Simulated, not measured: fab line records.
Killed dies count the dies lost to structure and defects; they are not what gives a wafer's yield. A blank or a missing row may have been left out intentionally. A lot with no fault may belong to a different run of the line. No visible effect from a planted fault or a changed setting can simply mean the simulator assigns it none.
One fault seen from 2 desks -- flow sfq_line -- each desk has only its own numbers; what lay behind them comes last

TOOL OWNER'S DESK, pvd_sputter-05
The tool's own readings at SFQ_TRILAYER_M4_DEP_SPUTTER_091 (material Nb, target thk 200 nm, time 133.3 s): means of the sampled wafers that have a number, for each lot that ran on this tool. Marked OUT: a lot whose mean sits more than 4 standard deviations from the usual mean, which makes it out of limits; the brackets give that distance.
Columns: A = resputter_cathode_voltage_v at SFQ_TRILAYER_M4_DEP_SPUTTER_091, usual 401 V; B = throttle_valve_pct at SFQ_TRILAYER_M4_DEP_SPUTTER_091, usual 30.0 %
lot,first seen here,A,B
L363,day 33 07:41,403,29.2
L364,day 33 11:18,392,30.6
L367,day 34 14:43,396,30.1
L368,day 34 20:41,400,30.9
L378,day 37 17:37,399,29.2
L380,day 37 22:25,400,30.5
Result from this desk: across the 6 lots, nothing is out of limits.

METROLOGY DESK
What the gauges read for every lot (on any tool): the sampled wafers with a number, averaged. Marked OUT: a lot whose mean sits more than 4 standard deviations from the usual mean, which makes it out of limits; the brackets give that distance.
Columns: A = M4_NB_RS at SFQ_M4_RS_MEAS_924, usual 0.893 ohm/sq
lot,first seen here,A
L357,day 32 01:36,0.901
L359,day 32 10:00,0.888
L361,day 32 22:11,0.905
L362,day 33 00:30,0.889
L363,day 33 07:48,0.883
L364,day 33 11:23,0.882
L367,day 34 14:50,0.996 (+9.3) OUT
L368,day 34 20:47,0.989 (+8.7) OUT
L374,day 36 10:29,0.911
L376,day 37 08:06,0.904
L377,day 37 14:07,0.891
L378,day 37 17:42,0.876
L379,day 37 20:10,0.908
L380,day 37 22:31,0.882
This desk reports L367, L368 out of limits; the earliest was L367 at day 34 14:50 (M4_NB_RS at SFQ_M4_RS_MEAS_924). Within limits: L357, L359, L361, L362, L363, L364, L374, L376, L377, L378, L379, L380.

BROUGHT TOGETHER
An alarm was possible from the metrology desk at day 34 14:50, on L367, L368.
Nothing out of limits was seen by the tool owner's desk.
The tool owner's desk has L367, L368 on record, within its limits.
Every lot named ran SFQ_TRILAYER_M4_DEP_SPUTTER_091 on pvd_sputter-05.

WHAT THE SIMULATOR PUT IN
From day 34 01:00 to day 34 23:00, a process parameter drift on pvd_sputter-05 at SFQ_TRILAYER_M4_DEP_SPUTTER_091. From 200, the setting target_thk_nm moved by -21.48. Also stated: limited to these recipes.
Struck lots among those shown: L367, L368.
Hours from the fault's start to each desk's first reading out of limits: the metrology desk, 14.
